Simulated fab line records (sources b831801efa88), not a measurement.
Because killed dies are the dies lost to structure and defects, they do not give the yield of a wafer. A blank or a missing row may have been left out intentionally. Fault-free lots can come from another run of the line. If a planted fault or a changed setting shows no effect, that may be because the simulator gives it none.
fab line records	flow sky130
[record] lots = 6	wafers = 18	last-day = 50
route steps=708 shown POLY_GATE@235 LDD_N@237 LDD_P@255 PAD_OPEN@708
lots untouched by any fault: they come from a run of this same line in which no faults occurred
start-h: hours from the record's opening day to when the first of the lot's shown wafers began	wait-h: hours since the lot's step before	" same as the row above	L1.1+2: a row that stands for several wafers	- either no value or no given start	* or withheld: withheld	< > ~ a bound
route shown NAME@n: NAME is a module with steps in the file, n the number in the route of the first one	usual: mean/standard deviation taken from wafers without a fault	same: alike in all rows	chamber/n: place in a boat	sites: the reading at each site	_std_site: the standard deviation of these	_edge_site: outer sites' mean less inner sites'	radius-mm: how far each site lies from the wafer's centre	mask NAME#n: copy n	behind: the most recent tool/chamber to have shaped the wafer	hold: reason for holding the lot/hours on hold/outcome of the hold	device: the n, p or np transistor that did not switch	end of line: tests run on the same wafers once the route is complete	step lacking rows: just its recipe	killed: dies that structure and defects cost at the first sort, which is not the same as the wafer's yield	map: per-die view of a wafer (x killed, . not killed, _ where there is no die)
set.NAME: the setting the step ran with; set.NAME@STEP: the setting that earlier step ran with	model.NAME: the simulator's own value behind a step, which no gauge read
lots at some steps of the route; a table a step, a row a wafer
services: when a tool's chamber went out of use (start-h, in hours from the record's first day, below 0 if earlier), for how many hours, and the reason
[[steps]]
[step SKY_POLY_GATE_THK_MEAS_21]
[recipe] reads = SiO2_of_POLY_GATE_OXIDATION_20
[usual] POLY_GATE_OXIDATION_THK = 4.03/0.078
lot.wafer	tool	chamber	start-h	wait-h	POLY_GATE_OXIDATION_THK[nm]
L343.1	film-metro-02	-	429.03	0.1	4.01
L343.5	"	-	"	"	3.94
L343.6	"	-	"	"	4.06
L350.1	film-metro-03	-	467.72	0.0	4.10
L350.5	"	-	"	"	4.12
L350.6	"	-	"	"	4.11
L359.2	film-metro-03	-	545.91	0.0	4.09
L359.4	"	-	"	"	4.17
L359.6	"	-	"	"	4.11
L358.2	film-metro-01	-	548.13	0.0	4.08
L358.3	"	-	"	"	4.19
L358.5	"	-	"	"	4.07
L360.1	film-metro-01	-	549.92	0.0	4.10
L360.3	"	-	"	"	3.99
L360.6	"	-	"	"	4.11
L362.4	film-metro-01	-	565.85	0.0	3.81
L362.5	"	-	"	"	3.98
L362.6	"	-	"	"	4.02
[step SKY_POLY_GATE_CD_MEAS_22]
[usual] cd-nm = 149.2/1.7
lot.wafer	tool	chamber	start-h	wait-h	cd-nm
L343.1	cd-sem-02	-	429.20	0.2	150.3
L343.5	"	-	"	"	147.7
L343.6	"	-	"	"	151.1
L350.1	cd-sem-02	-	467.78	0.1	151.7
L350.5	"	-	"	"	151.4
L350.6	"	-	"	"	152.1
L359.2	cd-sem-02	-	545.99	0.1	151.3
L359.4	"	-	"	"	150.8
L359.6	"	-	"	"	150.5
L358.2	cd-sem-02	-	548.20	0.1	147.7
L358.3	"	-	"	"	147.7
L358.5	"	-	"	"	148.9
L360.1	cd-sem-01	-	549.98	0.1	146.9
L360.3	"	-	"	"	150.5
L360.6	"	-	"	"	149.5
L362.4	cd-sem-01	-	565.96	0.1	147.8
L362.5	"	-	"	"	146.8
L362.6	"	-	"	"	148.8
[step SKY_LDD_N_DEHYDRATE_00]
[recipe] temp-c = 200	time-s = 60
[step SKY_LDD_N_HMDS_01]
[recipe] prime-time-s = 60	prime-temp-c = 120
[step SKY_LDD_N_COAT_02]
[recipe] resist = NOVOLAK	spin-rpm = 3000	resist-thk-nm = 300
[step SKY_LDD_N_SOFTBAKE_03]
[recipe] temp-c = 90	time-s = 60	resist = NOVOLAK
[step SKY_LDD_N_EXPOSE_04]
[recipe] mask-id = NTM	target-cd-nm = 840	na = 0.6	source-shape = conventional	sigma-outer = 0.6	dose-mj = 110
[step SKY_LDD_N_PEB_05]
[recipe] temp-c = withheld	time-s = *	resist = NOVOLAK
[step SKY_LDD_N_DEVELOP_06]
[recipe] develop-time-s = 60	dev-temp-c = 23
[step SKY_LDD_N_OVL_MEAS_07]
[usual] LDD_N_OVL = -0.5/1.2
lot.wafer	tool	chamber	start-h	wait-h	LDD_N_OVL[nm]
L343.1	overlay-02	-	460.19	0.1	-2.3
L343.5	"	-	"	"	-0.3
L343.6	"	-	"	"	0.7
L350.1	overlay-01	-	497.89	0.1	-1.5
L350.5	"	-	"	"	-0.8
L350.6	"	-	"	"	-1.0
L359.2	overlay-02	-	575.21	0.1	-1.6
L359.4	"	-	"	"	-0.6
L359.6	"	-	"	"	0.2
L358.2	overlay-02	-	576.88	0.1	1.9
L358.3	"	-	"	"	0.0
L358.5	"	-	"	"	0.0
L360.1	overlay-02	-	578.64	0.1	0.1
L360.3	"	-	"	"	-1.8
L360.6	"	-	"	"	1.1
L362.4	overlay-02	-	594.47	0.1	1.3
L362.5	"	-	"	"	-0.7
L362.6	"	-	"	"	1.4
[step SKY_LDD_N_IMPLANT_08]
[recipe] species = As	energy-kev = 20	dose-cm2 = 7.5e+13	tilt-deg = withheld	rotation-deg = 23
[step SKY_LDD_N_IMPLANT_09]
[recipe] species = As	energy-kev = 20	dose-cm2 = 7.5e+13	tilt-deg = withheld	rotation-deg = 113
[step SKY_LDD_N_IMPLANT_10]
[recipe] species = As	energy-kev = 20	dose-cm2 = 7.5e+13	tilt-deg = withheld	rotation-deg = 203
[usual] beam-on-s = 10.00/0.21	dose-ions-cm2 = 7.5e+13/7.7e+10	rotation-deg = 203.00/0.041
lot.wafer	tool	chamber	start-h	wait-h	beam-on-s	dose-ions-cm2	rotation-deg
L343.1	implanter-04	0	460.53	0.1	9.90	7.496e+13	202.96
L343.5	"	0	"	"	10.06	7.508e+13	203.03
L343.6	"	0	"	"	9.70	7.488e+13	202.98
L350.1	implanter-04	0	498.23	0.1	9.73	7.502e+13	202.97
L350.5	"	0	"	"	9.50	7.511e+13	202.97
L350.6	"	0	"	"	9.74	7.507e+13	202.99
L359.2	implanter-04	0	575.56	0.1	37.47	2.7921e+14	202.99
L359.4	"	0	"	"	37.00	2.7925e+14	202.99
L359.6	"	0	"	"	35.49	2.7929e+14	202.99
L358.2	implanter-04	0	577.23	0.1	34.38	2.7932e+14	203.04
L358.3	"	0	"	"	36.03	2.7922e+14	203.03
L358.5	"	0	"	"	35.10	2.7918e+14	203.03
L360.1	implanter-01	0	578.98	0.1	9.88	7.499e+13	203.03
L360.3	"	0	"	"	10.06	7.5e+13	202.89
L360.6	"	0	"	"	9.89	7.506e+13	202.98
L362.4	implanter-01	0	594.86	0.1	9.80	7.502e+13	203.00
L362.5	"	0	"	"	9.98	7.494e+13	202.98
L362.6	"	0	"	"	9.98	7.494e+13	202.90
[step SKY_LDD_N_IMPLANT_11]
[recipe] species = As	energy-kev = 20	dose-cm2 = 7.5e+13	tilt-deg = withheld	rotation-deg = 293
[step SKY_LDD_N_IMPLANT_12]
[recipe] species = BF2	energy-kev = 50	dose-cm2 = 5e+12	tilt-deg = 30	rotation-deg = 0
[step SKY_LDD_N_IMPLANT_13]
[recipe] species = BF2	energy-kev = 50	dose-cm2 = 5e+12	tilt-deg = 30	rotation-deg = 90
[step SKY_LDD_N_IMPLANT_14]
[recipe] species = BF2	energy-kev = 50	dose-cm2 = 5e+12	tilt-deg = 30	rotation-deg = 180
[step SKY_LDD_N_IMPLANT_15]
[recipe] species = BF2	energy-kev = 50	dose-cm2 = 5e+12	tilt-deg = 30	rotation-deg = 270
[step SKY_LDD_N_STRIP_16]
[recipe] chemistry = O2/N2	power-w = 1400	pressure-mtorr = 1500	platen-temp-c = withheld	o2-flow-sccm = 3000	n2-flow-sccm = 300	overash-fraction = 0.5
[usual] drypump-motor-current-A = 5.8/0.44	oes-product-au = 0.406/0.0048	strip-time-to-endpoint-s = 4.315/0.015
lot.wafer	tool	chamber	start-h	wait-h	drypump-motor-current-A	oes-product-au	rf-hours-counter-h	strip-time-to-endpoint-s
L343.1	plasma-asher-01	0	461.43	0.1	5.0	0.413	3	4.310
L343.5	"	1	"	"	6.3	0.408	-	4.320
L343.6	"	0	"	"	4.9	0.403	-	4.338
L350.1	plasma-asher-03	0	499.13	0.1	5.6	0.409	81	4.345
L350.5	"	1	"	"	5.9	0.399	-	4.314
L350.6	"	0	"	"	5.6	0.408	-	4.327
L359.2	plasma-asher-04	1	576.44	0.1	5.5	0.400	75	4.871
L359.4	"	1	"	"	5.5	0.406	-	4.853
L359.6	"	0	"	"	6.4	0.410	-	4.842
L358.2	plasma-asher-03	0	578.11	0.1	5.5	0.411	90	4.859
L358.3	"	1	"	"	5.8	0.393	-	4.839
L358.5	"	1	"	"	5.8	0.404	-	4.847
L360.1	plasma-asher-04	1	579.88	0.1	5.5	0.406	76	4.332
L360.3	"	0	"	"	6.4	0.406	-	4.332
L360.6	"	0	"	"	6.4	0.416	-	4.311
L362.4	plasma-asher-03	0	595.72	0.1	5.6	0.400	-	4.296
L362.5	"	1	"	"	5.8	0.405	-	4.333
L362.6	"	0	"	"	5.6	0.406	-	4.315
[step SKY_LDD_N_TW_MEAS_17]
[usual] LDD_N_TW = 2594/33
lot.wafer	tool	chamber	start-h	wait-h	LDD_N_TW
L343.1	film-metro-04	-	461.53	0.1	2555
L343.5	"	-	"	"	2528
L343.6	"	-	"	"	2530
L350.1	film-metro-02	-	499.23	0.1	2627
L350.5	"	-	"	"	2637
L350.6	"	-	"	"	2624
L359.2	film-metro-04	-	576.55	0.1	2769
L359.4	"	-	"	"	2783
L359.6	"	-	"	"	2784
L358.2	film-metro-02	-	578.22	0.1	2882
L358.3	"	-	"	"	2888
L358.5	"	-	"	"	2870
L360.1	film-metro-01	-	579.98	0.1	2602
L360.3	"	-	"	"	2606
L360.6	"	-	"	"	2591
L362.4	film-metro-04	-	595.82	0.1	2560
L362.5	"	-	"	"	2537
L362.6	"	-	"	"	2550
[step SKY_LDD_P_DEHYDRATE_00]
[recipe] temp-c = 200	time-s = 60
[step SKY_PAD_OPEN_PROBE_99]
[usual] killed_at_M0_to_M3 = 43/7	killed_at_M4_up = 3.4/1.9	killed-at-contacts = 24/5.4	killed-at-front-end = 15/4.4	killed-at-other = 0.4/0.63	killed-dies = 86/9.1	killed-open = 46/6.6	killed-short = 39/6.6
[same] gross-dies = 492	killed-at-back-side = 0
lot.wafer	tool	chamber	start-h	wait-h	killed_at_M0_to_M3	killed_at_M4_up	killed-at-contacts	killed-at-front-end	killed-at-other	killed-dies	killed-open	killed-short	model.etest.tip-n.rs-ohm-sq	model.etest.nfet_01v8.r-on-ohm-um	model.etest.nfet_01v8_swapped.drive-ua-um	model.etest.nfet_01v8_turned.drive-ua-um	model.etest.nfet_01v8_lvt.drive-ua-um	model.etest.nfet_01v8.drive-ua-um	model.etest.nfet_01v8_swapped.off-log10-a-um	model.etest.nfet_01v8_turned.off-log10-a-um
L343.1	prober-01	-	1117.54	0.1	30	2	19	14	0	65	31	34	437.2	824.5	505.2	513.4	580.1	512	-13.34	-13.37
L343.5	prober-01	-	1117.74	0.2	31	2	22	13	0	68	39	29	438.3	818	514.4	512.7	587.8	510.6	-13.25	-13.29
L343.6	prober-01	-	1117.79	0.2	38	4	16	11	0	69	35	34	439.8	828.3	502.8	504.9	579.5	501.6	-13.33	-13.44
L350.1	prober-02	-	1136.46	0.1	40	1	29	13	0	83	46	37	444.1	784	545.2	544.1	615.6	545.8	-13.22	-13.29
L350.5	prober-02	-	1136.66	0.2	49	3	30	14	0	96	51	45	440.6	814.4	526.8	529.4	601.1	526.5	-13.35	-13.39
L350.6	prober-02	-	1136.71	0.2	45	1	20	22	0	88	54	34	443.6	782.4	547.2	548.4	622	543.8	-13.35	-13.15
L359.2	prober-02	-	1185.06	0.1	37	4	26	20	0	87	42	45	331	801.3	532	530.7	593.9	523.3	-13.31	-13.32
L359.4	prober-02	-	1185.16	0.2	48	4	25	13	0	90	53	37	330.7	802.6	524.9	524.1	593.7	519.6	-13.25	-13.35
L359.6	prober-02	-	1185.26	0.2	39	3	21	16	0	79	32	47	332.1	800.3	517.7	516.6	589	513.7	-13.22	-13.26
L358.2	prober-01	-	1187.29	0.1	44	1	27	13	0	85	59	25	330.4	777.2	543.4	543.9	610.2	536.4	-13.22	-13.21
L358.3	prober-01	-	1187.34	0.2	53	1	14	18	0	86	49	36	332.5	776.1	544.5	540.9	610.7	536.9	-13.21	-13.27
L358.5	prober-01	-	1187.44	0.2	51	3	29	14	0	97	53	41	329.7	788.5	540.4	531.6	604.9	528.1	-13.2	-13.15
L360.1	prober-02	-	1188.25	0.1	45	4	21	22	0	92	46	46	451.5	840.7	490.9	494.1	564.1	493.6	-13.45	-13.3
L360.3	prober-02	-	1188.35	0.2	35	1	34	25	1	96	52	44	450.4	855.5	491.6	489.7	559.4	490.2	-13.47	-13.45
L360.6	prober-02	-	1188.50	0.2	40	2	22	14	0	78	41	37	453.2	841.1	496.2	494.1	565.5	498.5	-13.42	-13.34
L362.4	prober-02	-	1201.17	0.2	47	7	23	16	1	94	44	49	437.6	796	531.1	533	612.2	528.3	-13.38	-13.36
L362.5	prober-02	-	1201.22	0.2	44	1	30	15	1	91	52	39	441.4	792.5	524.8	527.3	598.5	526.3	-13.29	-13.28
L362.6	prober-02	-	1201.27	0.2	45	8	30	17	1	101	52	48	438.2	793.2	531.3	531.4	609.8	528	-13.36	-13.28
// killed by level:class
L343.1 VIA1:geometric-particle:open=9 CONTACT:geometric-particle:open=7 POLY_GATE:geometric-particle:short=5 METAL2:geometric-particle:short=5 LI_CONTACT:geometric-particle:open=4 VIA1:geometric-particle:short=4 FIELD_ISO:geometric-particle:short=3 LOCAL_INTERCONNECT:geometric-particle:short=3
L343.5 CONTACT:geometric-particle:open=10 VIA2:geometric-particle:open=8 LI_CONTACT:geometric-particle:open=6 METAL2:geometric-particle:short=5 LOCAL_INTERCONNECT:geometric-particle:short=5 FIELD_ISO:geometric-particle:short=4 VIA1:geometric-particle:open=4 POLY_GATE:geometric-particle:open=3
L343.6 VIA1:geometric-particle:open=8 CONTACT:geometric-particle:open=7 VIA3:geometric-particle:open=6 VIA1:geometric-particle:short=5 VIA2:geometric-particle:open=5 CONTACT:geometric-particle:short=4 METAL2:geometric-particle:short=4 VIA3:geometric-particle:short=3
L350.1 LI_CONTACT:geometric-particle:open=12 VIA1:geometric-particle:open=10 VIA1:geometric-particle:short=8 CONTACT:geometric-particle:open=7 VIA2:geometric-particle:open=6 METAL1:geometric-particle:short=5 CONTACT:geometric-particle:short=4 POLY_GATE:geometric-particle:open=3
L350.5 LI_CONTACT:geometric-particle:open=12 VIA2:geometric-particle:open=10 METAL1:geometric-particle:short=8 CONTACT:geometric-particle:short=6 CONTACT:geometric-particle:open=6 VIA3:geometric-particle:open=6 VIA2:geometric-particle:short=5 VIA1:geometric-particle:open=5
L350.6 VIA1:geometric-particle:open=11 VIA3:geometric-particle:open=10 CONTACT:geometric-particle:open=9 FIELD_ISO:geometric-particle:short=6 VIA2:geometric-particle:open=6 FIELD_ISO:geometric-particle:open=5 POLY_GATE:geometric-particle:open=5 VIA1:geometric-particle:short=5
L359.2 CONTACT:geometric-particle:open=14 POLY_GATE:geometric-particle:short=8 VIA1:geometric-particle:open=7 VIA2:geometric-particle:short=7 FIELD_ISO:geometric-particle:open=6 CONTACT:geometric-particle:short=5 METAL2:geometric-particle:short=5 LOCAL_INTERCONNECT:geometric-particle:short=4
L359.4 VIA2:geometric-particle:open=12 CONTACT:geometric-particle:open=10 VIA1:geometric-particle:open=7 METAL2:geometric-particle:short=6 VIA3:geometric-particle:open=6 METAL1:geometric-particle:short=5 FIELD_ISO:geometric-particle:open=4 LI_CONTACT:geometric-particle:open=4
L359.6 CONTACT:geometric-particle:open=9 CONTACT:geometric-particle:short=7 VIA1:geometric-particle:open=7 VIA1:geometric-particle:short=6 VIA2:geometric-particle:short=6 VIA3:geometric-particle:open=6 FIELD_ISO:geometric-particle:short=4 POLY_GATE:geometric-particle:short=4
L358.2 VIA1:geometric-particle:open=13 LI_CONTACT:geometric-particle:open=12 CONTACT:geometric-particle:open=9 VIA3:geometric-particle:open=8 METAL2:geometric-particle:short=5 VIA2:geometric-particle:open=5 FIELD_ISO:geometric-particle:open=4 VIA3:geometric-particle:short=3
L358.3 VIA3:geometric-particle:open=9 VIA1:geometric-particle:open=8 VIA2:geometric-particle:open=8 METAL1:geometric-particle:short=7 CONTACT:geometric-particle:open=7 FIELD_ISO:geometric-particle:open=6 METAL3:geometric-particle:short=5 METAL2:geometric-particle:short=5
L358.5 CONTACT:geometric-particle:open=13 VIA2:geometric-particle:open=10 VIA1:geometric-particle:open=10 METAL1:geometric-particle:short=8 VIA3:geometric-particle:open=8 LI_CONTACT:geometric-particle:open=5 CONTACT:geometric-particle:short=5 VIA1:geometric-particle:short=5
L360.1 VIA1:geometric-particle:open=14 FIELD_ISO:geometric-particle:short=7 POLY_GATE:geometric-particle:short=6 LI_CONTACT:geometric-particle:short=6 VIA1:geometric-particle:short=6 VIA2:geometric-particle:open=6 VIA3:geometric-particle:open=6 CONTACT:geometric-particle:short=5
L360.3 CONTACT:geometric-particle:open=12 FIELD_ISO:geometric-particle:open=10 VIA1:geometric-particle:open=8 FIELD_ISO:geometric-particle:short=7 METAL1:geometric-particle:short=7 LI_CONTACT:geometric-particle:open=6 CONTACT:geometric-particle:short=6 LOCAL_INTERCONNECT:geometric-particle:short=5
L360.6 CONTACT:geometric-particle:open=9 VIA2:geometric-particle:open=8 VIA1:geometric-particle:open=7 METAL1:geometric-particle:short=6 LI_CONTACT:geometric-particle:open=5 POLY_GATE:geometric-particle:short=4 METAL2:geometric-particle:short=4 VIA3:geometric-particle:open=4
L362.4 CONTACT:geometric-particle:open=10 VIA1:geometric-particle:open=7 LI_CONTACT:geometric-particle:open=6 METAL2:geometric-particle:short=6 VIA2:geometric-particle:short=6 METAL4:geometric-particle:short=6 FIELD_ISO:geometric-particle:short=5 METAL1:geometric-particle:short=5
L362.5 LI_CONTACT:geometric-particle:open=11 VIA1:geometric-particle:open=10 CONTACT:geometric-particle:open=7 LOCAL_INTERCONNECT:geometric-particle:short=7 METAL1:geometric-particle:short=7 VIA3:geometric-particle:open=6 FIELD_ISO:geometric-particle:short=5 VIA1:geometric-particle:short=5
L362.6 VIA1:geometric-particle:open=12 CONTACT:geometric-particle:short=11 CONTACT:geometric-particle:open=9 VIA3:geometric-particle:open=7 METAL1:geometric-particle:short=6 POLY_GATE:geometric-particle:open=5 VIA1:geometric-particle:short=5 METAL4:geometric-particle:short=5
[[services]]
tool	chamber	start-h	hours	kind
plasma-asher-01	-	539.19	16.0	pm
plasma-asher-01	-	576.01	14.6	pm
implanter-04	-	593.25	0.5	repair
[[key]]
[first-sign] step = SKY_LDD_N_IMPLANT_10	reading = dose-ions-cm2	direction = up	sigmas = 99+	usual = *	struck = *
[effect] step = SKY_LDD_N_IMPLANT_10	reading = beam-on-s	direction = up	sigmas = 99+	usual = 10.00	struck = 35.91
[effect] step = SKY_LDD_N_STRIP_16	reading = strip-time-to-endpoint-s	direction = up	sigmas = 36	usual = *	struck = *
[effect] step = SKY_LDD_N_TW_MEAS_17	reading = LDD_N_TW	direction = up	sigmas = 7.1	usual = 2594	struck = 2829
[model-effect] step = SKY_PAD_OPEN_PROBE_99	value = etest.tip-n.rs-ohm-sq	without = 442.7	struck = 331.1
met-at SKY_LDD_N_IMPLANT_10
struck-wafers L358.2,L358.3,L358.5,L359.2,L359.4,L359.6
tester-left-out L358,L359
onset-between 498.23 575.56
[fault] kind = process-parameter-drift	tool = implanter-04	chamber = -	onset-h = 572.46	steps = SKY_LDD_N_IMPLANT_10	channel = dose-cm2	offset = *	shape = step	end-h = 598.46	acts-in = *	stated = *
// tester-left-out: of these lots the tester's yield and bins aren't shown, on N5 and GAA mostly nor the transistor test; their killed dies are dies lost to structure and defects alone, not to doping, threshold or leakage, so they don't give the yield
